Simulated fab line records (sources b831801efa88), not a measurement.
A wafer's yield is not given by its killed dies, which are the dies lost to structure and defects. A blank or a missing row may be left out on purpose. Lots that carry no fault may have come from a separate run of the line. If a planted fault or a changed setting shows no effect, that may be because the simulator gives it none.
What tool caused it? | flow gf180mcu | 11 lots with 33 wafers sampled at 2 steps, on a route of 602 steps

WHAT EACH GAUGE READ, for each wafer
GF_HV_LDD_CD_MEAS_46: target cd 400 nm.
lot  | measured     | on        | cd nm (nm)
L591 | day 13 04:17 | cd sem-01 | 400.8 398.5 399.3
L593 | day 13 17:44 | cd sem-01 | 398.0 399.1 398.3
L595 | day 13 22:14 | cd sem-02 | 399.9 402.5 398.9
L597 | day 14 09:35 | cd sem-01 | 392.6 394.8 398.2
L599 | day 15 00:02 | cd sem-01 | 399.9 398.9 398.2
L598 | day 15 05:38 | cd sem-01 | 398.4 399.6 398.7
L601 | day 15 15:20 | cd sem-02 | - - -
L602 | day 15 23:03 | cd sem-01 | 395.6 398.5 397.0
L608 | day 18 01:19 | cd sem-02 | 393.6 395.4 395.9
L609 | day 18 07:05 | cd sem-01 | 403.4 402.7 404.4
L614 | day 19 19:06 | cd sem-02 | 392.8 397.1 396.3

TOOL THAT RAN EACH LOT (tool first, then ch and the chambers of the sampled wafers, then the start)
lot  | GF_HV_LDD_EXPOSE_43
L591 | iline stepper-01 ch 0, day 12 19:08
L593 | iline stepper-01 ch 0, day 13 08:32
L595 | iline stepper-01 ch 0, day 13 12:47
L597 | iline stepper-01 ch 0, day 13 23:59
L599 | iline stepper-02 ch 0, day 14 14:10
L598 | iline stepper-02 ch 0, day 14 18:41
L601 | iline stepper-01 ch 0, day 15 04:26
L602 | iline stepper-02 ch 0, day 15 12:26
L608 | iline stepper-01 ch 0, day 17 14:04
L609 | iline stepper-01 ch 0, day 17 19:41
L614 | iline stepper-01 ch 0, day 19 07:17
- GF_HV_LDD_EXPOSE_43: exposes mask Pplus HV AREA, target cd 400 nm.

THE ANSWER, worked out from the rows above alone
Rule: the lots themselves supply what counts as usual. The widest of any qualifying gaps counts: lots, ordered by their means at a reading, are off when they make up no more than a third of the lots, leave a main group of 4 or more, and stand apart from it by 3 or more times the standard deviation of that group's means. Not used: any main group whose means are identical at the precision the tables above print for the reading. A lot without any number at a reading at which 4 lots or more have one is off too. The other lots that the step has rows for count as sound.
Off: L601, at GF_HV_LDD_CD_MEAS_46 (cd nm). Without a number there: L601. For the main group the mean is 398.2 nm and the standard deviation 2.5.
If a tool, at a process step before that reading, ran all the lots that are off and no sound lot after the first of them, it fits. The gauges at GF_HV_LDD_CD_MEAS_46 are tried like those tools. Of those tried, none fits.

WHAT THE SIMULATOR HAD PUT IN
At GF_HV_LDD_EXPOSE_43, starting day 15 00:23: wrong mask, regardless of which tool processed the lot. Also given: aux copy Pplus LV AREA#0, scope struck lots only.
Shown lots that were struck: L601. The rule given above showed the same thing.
